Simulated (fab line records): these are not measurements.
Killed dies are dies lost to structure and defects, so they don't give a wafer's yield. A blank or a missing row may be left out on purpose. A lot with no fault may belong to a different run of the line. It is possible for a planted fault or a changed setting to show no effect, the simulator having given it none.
Which tool is to blame? || flow sky130 || 10 lots, 30 wafers sampled, at 6 steps of a route of 708

## WHAT THE GAUGES SHOWED, per wafer
The record lacks any reading of a measuring or inspecting step that a usual standard deviation could be used to judge.

## TOOL THAT RAN EACH LOT (tool first, then ch and the chambers of the sampled wafers, then the start)
{"lot": "L825", "SKY_METAL5_SPUTTER_04": "pvd sputter-03, day 43 22:46", "SKY_METAL5_STRIP_16": "plasma asher-01 ch 0,1, day 44 20:42", "SKY_PASSIVATION_CVD_02": "pecvd-02 ch 0,1, day 44 22:20", "SKY_PASSIVATION_ETCH_11": "rie diel-04 ch 1,3, day 45 22:35", "SKY_PASSIVATION_STRIP_12": "plasma asher-03 ch 0,1, day 45 22:41", "SKY_PAD_OPEN_PROBE_99": "prober-02, day 47 01:22"}
{"lot": "L827", "SKY_METAL5_SPUTTER_04": "pvd sputter-02, day 44 23:07", "SKY_METAL5_STRIP_16": "plasma asher-04 ch 0,1, day 45 23:09", "SKY_PASSIVATION_CVD_02": "pecvd-04 ch 0,1,2, day 45 23:52", "SKY_PASSIVATION_ETCH_11": "rie diel-04 ch 0,2,3, day 46 23:26", "SKY_PASSIVATION_STRIP_12": "plasma asher-02 ch 0,1, day 46 23:32", "SKY_PAD_OPEN_PROBE_99": "prober-01, day 47 21:05"}
{"lot": "L829", "SKY_METAL5_SPUTTER_04": "pvd sputter-03, day 45 03:03", "SKY_METAL5_STRIP_16": "plasma asher-04 ch 0,1, day 46 03:14", "SKY_PASSIVATION_CVD_02": "pecvd-02 ch 0,1,2, day 46 03:59", "SKY_PASSIVATION_ETCH_11": "rie diel-02 ch 0,1, day 47 02:47", "SKY_PASSIVATION_STRIP_12": "plasma asher-01 ch 0,1, day 47 02:56", "SKY_PAD_OPEN_PROBE_99": "prober-01, day 47 23:57"}
{"lot": "L831", "SKY_METAL5_SPUTTER_04": "pvd sputter-03, day 48 23:45", "SKY_METAL5_STRIP_16": "plasma asher-01 ch 0,1, day 49 17:48", "SKY_PASSIVATION_CVD_02": "pecvd-02 ch 0,1,2, day 49 18:29", "SKY_PASSIVATION_ETCH_11": "rie diel-04 ch 1,2,3, day 50 12:47", "SKY_PASSIVATION_STRIP_12": "plasma asher-01 ch 0,1, day 50 12:53", "SKY_PAD_OPEN_PROBE_99": "prober-02, day 51 10:01"}
{"lot": "L833", "SKY_METAL5_SPUTTER_04": "pvd sputter-04, day 49 00:40", "SKY_METAL5_STRIP_16": "plasma asher-02 ch 0,1, day 49 19:14", "SKY_PASSIVATION_CVD_02": "pecvd-04 ch 0,1,2, day 49 19:53", "SKY_PASSIVATION_ETCH_11": "rie diel-04 ch 0,1,3, day 50 13:50", "SKY_PASSIVATION_STRIP_12": "plasma asher-01 ch 0,1, day 50 13:58", "SKY_PAD_OPEN_PROBE_99": "prober-01, day 51 11:37"}
{"lot": "L835", "SKY_METAL5_SPUTTER_04": "pvd sputter-04, day 49 05:47", "SKY_METAL5_STRIP_16": "plasma asher-02 ch 0,1, day 49 23:36", "SKY_PASSIVATION_CVD_02": "pecvd-03 ch 0,1,2, day 50 00:17", "SKY_PASSIVATION_ETCH_11": "rie diel-04 ch 0,1, day 50 17:41", "SKY_PASSIVATION_STRIP_12": "plasma asher-02 ch 0,1, day 50 17:47", "SKY_PAD_OPEN_PROBE_99": "prober-02, day 51 14:31"}
{"lot": "L839", "SKY_METAL5_SPUTTER_04": "pvd sputter-04, day 49 08:00", "SKY_METAL5_STRIP_16": "plasma asher-01 ch 0,1, day 50 01:06", "SKY_PASSIVATION_CVD_02": "pecvd-03 ch 0,2, day 50 01:52", "SKY_PASSIVATION_ETCH_11": "rie diel-04 ch 0,1,2, day 50 20:08", "SKY_PASSIVATION_STRIP_12": "plasma asher-02 ch 0,1, day 50 20:14", "SKY_PAD_OPEN_PROBE_99": "prober-01, day 51 15:27"}
{"lot": "L841", "SKY_METAL5_SPUTTER_04": "pvd sputter-04, day 49 10:12", "SKY_METAL5_STRIP_16": "plasma asher-04 ch 0,1, day 50 03:10", "SKY_PASSIVATION_CVD_02": "pecvd-03 ch 0,1,2, day 50 03:50", "SKY_PASSIVATION_ETCH_11": "rie diel-04 ch 1,2,3, day 50 22:23", "SKY_PASSIVATION_STRIP_12": "plasma asher-03 ch 0,1, day 50 22:29", "SKY_PAD_OPEN_PROBE_99": "prober-01, day 51 17:17"}
{"lot": "L842", "SKY_METAL5_SPUTTER_04": "pvd sputter-03, day 49 10:26", "SKY_METAL5_STRIP_16": "plasma asher-01 ch 0,1, day 50 03:28", "SKY_PASSIVATION_CVD_02": "pecvd-03 ch 1,2, day 50 04:12", "SKY_PASSIVATION_ETCH_11": "rie diel-01 ch 0,1, day 50 23:08", "SKY_PASSIVATION_STRIP_12": "plasma asher-02 ch 0,1, day 50 23:14", "SKY_PAD_OPEN_PROBE_99": "prober-02, day 51 18:17"}
{"lot": "L837", "SKY_METAL5_SPUTTER_04": "pvd sputter-04, day 49 12:20", "SKY_METAL5_STRIP_16": "plasma asher-04 ch 0,1, day 50 05:44", "SKY_PASSIVATION_CVD_02": "pecvd-04 ch 1,2, day 50 06:23", "SKY_PASSIVATION_ETCH_11": "rie diel-04 ch 0,1,3, day 51 01:50", "SKY_PASSIVATION_STRIP_12": "plasma asher-03 ch 0,1, day 51 01:58", "SKY_PAD_OPEN_PROBE_99": "prober-02, day 51 22:02"}
- SKY_METAL5_SPUTTER_04: material TiN, target thk 70 nm, time 58.3 s.
- SKY_METAL5_STRIP_16: strips in O2/N2.
- SKY_PASSIVATION_CVD_02: deposits Si3N4, target thk 540 nm.
- SKY_PASSIVATION_ETCH_11: etches the open film in CF4/O2, stops on AlCu, target depth 725 nm, time 161.1 s.
- SKY_PASSIVATION_STRIP_12: strips in O2/N2.
- SKY_PAD_OPEN_PROBE_99

## WHAT THE TOOLS THEMSELVES READ (means of the sampled wafers that have a number; where no wafer has one, the mark that the record gives instead)
SKY_METAL5_SPUTTER_04.
{"lot": "L825", "tool": "pvd sputter-03", "throttle valve pct (%)": 30.4}
{"lot": "L827", "tool": "pvd sputter-02", "throttle valve pct (%)": 30.1}
{"lot": "L829", "tool": "pvd sputter-03", "throttle valve pct (%)": 29.4}
{"lot": "L831", "tool": "pvd sputter-03", "throttle valve pct (%)": 29.0}
{"lot": "L833", "tool": "pvd sputter-04", "throttle valve pct (%)": 30.5}
{"lot": "L835", "tool": "pvd sputter-04", "throttle valve pct (%)": 30.0}
{"lot": "L839", "tool": "pvd sputter-04", "throttle valve pct (%)": 30.4}
{"lot": "L841", "tool": "pvd sputter-04", "throttle valve pct (%)": 30.2}
{"lot": "L842", "tool": "pvd sputter-03", "throttle valve pct (%)": 29.3}
{"lot": "L837", "tool": "pvd sputter-04", "throttle valve pct (%)": 29.7}

SKY_METAL5_STRIP_16.
{"lot": "L825", "tool": "plasma asher-01", "drypump motor current A (A)": 5.1, "oes product au (a.u.)": 0.709, "strip time to endpoint s (s)": 13.14}
{"lot": "L827", "tool": "plasma asher-04", "drypump motor current A (A)": 5.7, "oes product au (a.u.)": 0.712, "strip time to endpoint s (s)": 13.01}
{"lot": "L829", "tool": "plasma asher-04", "drypump motor current A (A)": 5.7, "oes product au (a.u.)": 0.707, "strip time to endpoint s (s)": 13.05}
{"lot": "L831", "tool": "plasma asher-01", "drypump motor current A (A)": 5.2, "oes product au (a.u.)": 0.708, "strip time to endpoint s (s)": 13.15}
{"lot": "L833", "tool": "plasma asher-02", "drypump motor current A (A)": 5.5, "oes product au (a.u.)": 0.710, "strip time to endpoint s (s)": 13.14}
{"lot": "L835", "tool": "plasma asher-02", "drypump motor current A (A)": 5.4, "oes product au (a.u.)": 0.713, "strip time to endpoint s (s)": 12.90}
{"lot": "L839", "tool": "plasma asher-01", "drypump motor current A (A)": 5.1, "oes product au (a.u.)": 0.708, "strip time to endpoint s (s)": 13.00}
{"lot": "L841", "tool": "plasma asher-04", "drypump motor current A (A)": 5.7, "oes product au (a.u.)": 0.708, "strip time to endpoint s (s)": 13.13}
{"lot": "L842", "tool": "plasma asher-01", "drypump motor current A (A)": 5.5, "oes product au (a.u.)": 0.712, "strip time to endpoint s (s)": 13.02}
{"lot": "L837", "tool": "plasma asher-04", "drypump motor current A (A)": 5.7, "oes product au (a.u.)": 0.706, "strip time to endpoint s (s)": 13.11}

SKY_PASSIVATION_CVD_02.
{"lot": "L825", "tool": "pecvd-02", "heater power w (W)": 835}
{"lot": "L827", "tool": "pecvd-04", "heater power w (W)": 849}
{"lot": "L829", "tool": "pecvd-02", "heater power w (W)": 673}
{"lot": "L831", "tool": "pecvd-02", "heater power w (W)": 772}
{"lot": "L833", "tool": "pecvd-04", "heater power w (W)": 789}
{"lot": "L835", "tool": "pecvd-03", "heater power w (W)": 688}
{"lot": "L839", "tool": "pecvd-03", "heater power w (W)": 668}
{"lot": "L841", "tool": "pecvd-03", "heater power w (W)": 663}
{"lot": "L842", "tool": "pecvd-03", "heater power w (W)": 686}
{"lot": "L837", "tool": "pecvd-04", "heater power w (W)": 786}

SKY_PASSIVATION_ETCH_11.
{"lot": "L825", "tool": "rie diel-04", "drypump motor current A (A)": 5.9, "oes product au (a.u.)": 0.934, "rf fwd power W (W)": 708.3, "throttle valve pct (%)": 5.950}
{"lot": "L827", "tool": "rie diel-04", "drypump motor current A (A)": 5.8, "oes product au (a.u.)": 0.956, "rf fwd power W (W)": 755.1, "throttle valve pct (%)": 5.958}
{"lot": "L829", "tool": "rie diel-02", "drypump motor current A (A)": 5.9, "oes product au (a.u.)": 0.978, "rf fwd power W (W)": 796.8, "throttle valve pct (%)": 5.963}
{"lot": "L831", "tool": "rie diel-04", "drypump motor current A (A)": 5.8, "oes product au (a.u.)": 0.974, "rf fwd power W (W)": 797.1, "throttle valve pct (%)": 5.962}
{"lot": "L833", "tool": "rie diel-04", "drypump motor current A (A)": 5.7, "oes product au (a.u.)": 0.983, "rf fwd power W (W)": 794.4, "throttle valve pct (%)": 5.973}
{"lot": "L835", "tool": "rie diel-04", "drypump motor current A (A)": 5.6, "oes product au (a.u.)": 0.982, "rf fwd power W (W)": 795.0, "throttle valve pct (%)": 5.965}
{"lot": "L839", "tool": "rie diel-04", "drypump motor current A (A)": 5.7, "oes product au (a.u.)": 0.977, "rf fwd power W (W)": 795.6, "throttle valve pct (%)": 5.969}
{"lot": "L841", "tool": "rie diel-04", "drypump motor current A (A)": 5.8, "oes product au (a.u.)": 0.986, "rf fwd power W (W)": 798.8, "throttle valve pct (%)": 5.964}
{"lot": "L842", "tool": "rie diel-01", "drypump motor current A (A)": 6.2, "oes product au (a.u.)": 0.985, "rf fwd power W (W)": 796.3, "throttle valve pct (%)": 5.967}
{"lot": "L837", "tool": "rie diel-04", "drypump motor current A (A)": 5.7, "oes product au (a.u.)": 0.984, "rf fwd power W (W)": 794.9, "throttle valve pct (%)": 5.964}

SKY_PASSIVATION_STRIP_12.
{"lot": "L825", "tool": "plasma asher-03", "drypump motor current A (A)": 5.8, "oes product au (a.u.)": 0.661, "strip time to endpoint s (s)": 31.94}
{"lot": "L827", "tool": "plasma asher-02", "drypump motor current A (A)": 5.5, "oes product au (a.u.)": 0.660, "strip time to endpoint s (s)": 31.75}
{"lot": "L829", "tool": "plasma asher-01", "drypump motor current A (A)": 5.1, "oes product au (a.u.)": 0.658, "strip time to endpoint s (s)": 31.43}
{"lot": "L831", "tool": "plasma asher-01", "drypump motor current A (A)": 5.1, "oes product au (a.u.)": 0.659, "strip time to endpoint s (s)": 31.55}
{"lot": "L833", "tool": "plasma asher-01", "drypump motor current A (A)": 5.1, "oes product au (a.u.)": 0.662, "strip time to endpoint s (s)": 31.51}
{"lot": "L835", "tool": "plasma asher-02", "drypump motor current A (A)": 5.4, "oes product au (a.u.)": 0.662, "strip time to endpoint s (s)": 31.51}
{"lot": "L839", "tool": "plasma asher-02", "drypump motor current A (A)": 5.4, "oes product au (a.u.)": 0.665, "strip time to endpoint s (s)": 31.69}
{"lot": "L841", "tool": "plasma asher-03", "drypump motor current A (A)": 5.8, "oes product au (a.u.)": 0.661, "strip time to endpoint s (s)": 31.45}
{"lot": "L842", "tool": "plasma asher-02", "drypump motor current A (A)": 5.4, "oes product au (a.u.)": 0.661, "strip time to endpoint s (s)": 31.51}
{"lot": "L837", "tool": "plasma asher-03", "drypump motor current A (A)": 5.8, "oes product au (a.u.)": 0.662, "strip time to endpoint s (s)": 31.60}

SKY_PAD_OPEN_PROBE_99.
{"lot": "L825", "tool": "prober-02", "defect limited yield (%)": 28.4, "killed_at_M0_to_M3": 47, "killed_at_M4_up": 3.3, "killed at contacts": 26, "killed at front end": 15, "killed at other": 261.0, "killed dies": 352, "killed on rim": 70, "killed open": 53, "killed short": 38, "sort_bin_3_pad_short (%)": 0.8, "sort_bin_5_function (%)": 63.2, "sort_bin_6_memory (%)": 7.6, "sort n pass": 140, "sort yield pct (%)": 28.4}
{"lot": "L827", "tool": "prober-01", "defect limited yield (%)": 56.1, "killed_at_M0_to_M3": 43, "killed_at_M4_up": 3.7, "killed at contacts": 22, "killed at front end": 16, "killed at other": 132.0, "killed dies": 216, "killed on rim": 44, "killed open": 49, "killed short": 36, "sort_bin_3_pad_short (%)": 0.6, "sort_bin_5_function (%)": 38.0, "sort_bin_6_memory (%)": 5.4, "sort n pass": 276, "sort yield pct (%)": 56.1}
{"lot": "L829", "tool": "prober-01", "defect limited yield (%)": 81.8, "killed_at_M0_to_M3": 41, "killed_at_M4_up": 2.3, "killed at contacts": 28, "killed at front end": 18, "killed at other": 0.0, "killed dies": 90, "killed on rim": 15, "killed open": 45, "killed short": 45, "sort_bin_3_pad_short (%)": 1.5, "sort_bin_5_function (%)": 10.0, "sort_bin_6_memory (%)": 6.6, "sort n pass": 402, "sort yield pct (%)": 81.8}
{"lot": "L831", "tool": "prober-02", "defect limited yield (%)": 82.7, "killed_at_M0_to_M3": 35, "killed_at_M4_up": 3.7, "killed at contacts": 25, "killed at front end": 21, "killed at other": 0.0, "killed dies": 85, "killed on rim": 15, "killed open": 44, "killed short": 41, "sort_bin_3_pad_short (%)": 0.6, "sort_bin_5_function (%)": 10.0, "sort_bin_6_memory (%)": 6.6, "sort n pass": 407, "sort yield pct (%)": 82.7}
{"lot": "L833", "tool": "prober-01", "defect limited yield (%)": 80.9, "killed_at_M0_to_M3": 50, "killed_at_M4_up": 3.7, "killed at contacts": 23, "killed at front end": 17, "killed at other": 0.0, "killed dies": 94, "killed on rim": 19, "killed open": 49, "killed short": 43, "sort_bin_3_pad_short (%)": 0.8, "sort_bin_5_function (%)": 11.7, "sort_bin_6_memory (%)": 6.6, "sort n pass": 398, "sort yield pct (%)": 80.9}
{"lot": "L835", "tool": "prober-02", "defect limited yield (%)": 83.7, "killed_at_M0_to_M3": 38, "killed_at_M4_up": 2.3, "killed at contacts": 26, "killed at front end": 14, "killed at other": 0.0, "killed dies": 80, "killed on rim": 16, "killed open": 44, "killed short": 36, "sort_bin_3_pad_short (%)": 0.8, "sort_bin_5_function (%)": 9.6, "sort_bin_6_memory (%)": 5.9, "sort n pass": 412, "sort yield pct (%)": 83.7}
{"lot": "L839", "tool": "prober-01", "defect limited yield (%)": 82.4, "killed_at_M0_to_M3": 37, "killed_at_M4_up": 4.7, "killed at contacts": 24, "killed at front end": 20, "killed at other": 0.3, "killed dies": 86, "killed on rim": 19, "killed open": 48, "killed short": 38, "sort_bin_3_pad_short (%)": 1.1, "sort_bin_5_function (%)": 10.1, "sort_bin_6_memory (%)": 6.2, "sort n pass": 406, "sort yield pct (%)": 82.4}
{"lot": "L841", "tool": "prober-01", "defect limited yield (%)": 81.8, "killed_at_M0_to_M3": 43, "killed_at_M4_up": 4.0, "killed at contacts": 25, "killed at front end": 16, "killed at other": 0.7, "killed dies": 89, "killed on rim": 17, "killed open": 43, "killed short": 46, "sort_bin_3_pad_short (%)": 1.4, "sort_bin_5_function (%)": 9.8, "sort_bin_6_memory (%)": 7.0, "sort n pass": 403, "sort yield pct (%)": 81.8}
{"lot": "L842", "tool": "prober-02", "defect limited yield (%)": 81.1, "killed_at_M0_to_M3": 47, "killed_at_M4_up": 2.7, "killed at contacts": 23, "killed at front end": 20, "killed at other": 0.0, "killed dies": 93, "killed on rim": 20, "killed open": 46, "killed short": 47, "sort_bin_3_pad_short (%)": 0.8, "sort_bin_5_function (%)": 10.2, "sort_bin_6_memory (%)": 7.8, "sort n pass": 399, "sort yield pct (%)": 81.1}
{"lot": "L837", "tool": "prober-02", "defect limited yield (%)": 84.4, "killed_at_M0_to_M3": 35, "killed_at_M4_up": 3.0, "killed at contacts": 24, "killed at front end": 15, "killed at other": 0.0, "killed dies": 77, "killed on rim": 17, "killed open": 36, "killed short": 41, "sort_bin_3_pad_short (%)": 0.9, "sort_bin_5_function (%)": 9.7, "sort_bin_6_memory (%)": 5.0, "sort n pass": 415, "sort yield pct (%)": 84.4}

## THE ANSWER, worked out from the rows above alone
Rule: the usual values come from the lots themselves. The widest of any qualifying gaps counts: lots, ordered by their means at a reading, are off when they make up no more than a third of the lots, leave a main group of 4 or more, and stand apart from it by 3 or more times the standard deviation of that group's means. A main group is skipped when, at the precision printed for the reading in the tables above, its means are all equal. A lot without any number at a reading at which 4 lots or more have one is off too. Any other lot the step has rows for is counted as sound. After the gauges, taken in route order, come the tools' own readings; for these a lot's mean is taken, as printed above. At the first step where some lot is off, the reading lying furthest off is the one used; lots without a number count as furthest.
Off: L825, L827, at SKY_PASSIVATION_ETCH_11 (rf fwd power W). The main group has a mean of 796.1 W with a standard deviation of 1.4.
A tool fits if, at that step or a process step before it, it ran every lot that is off, and no sound lot after the first of them. No candidate that was tried fits.

## WHAT WAS PUT IN BY THE SIMULATOR
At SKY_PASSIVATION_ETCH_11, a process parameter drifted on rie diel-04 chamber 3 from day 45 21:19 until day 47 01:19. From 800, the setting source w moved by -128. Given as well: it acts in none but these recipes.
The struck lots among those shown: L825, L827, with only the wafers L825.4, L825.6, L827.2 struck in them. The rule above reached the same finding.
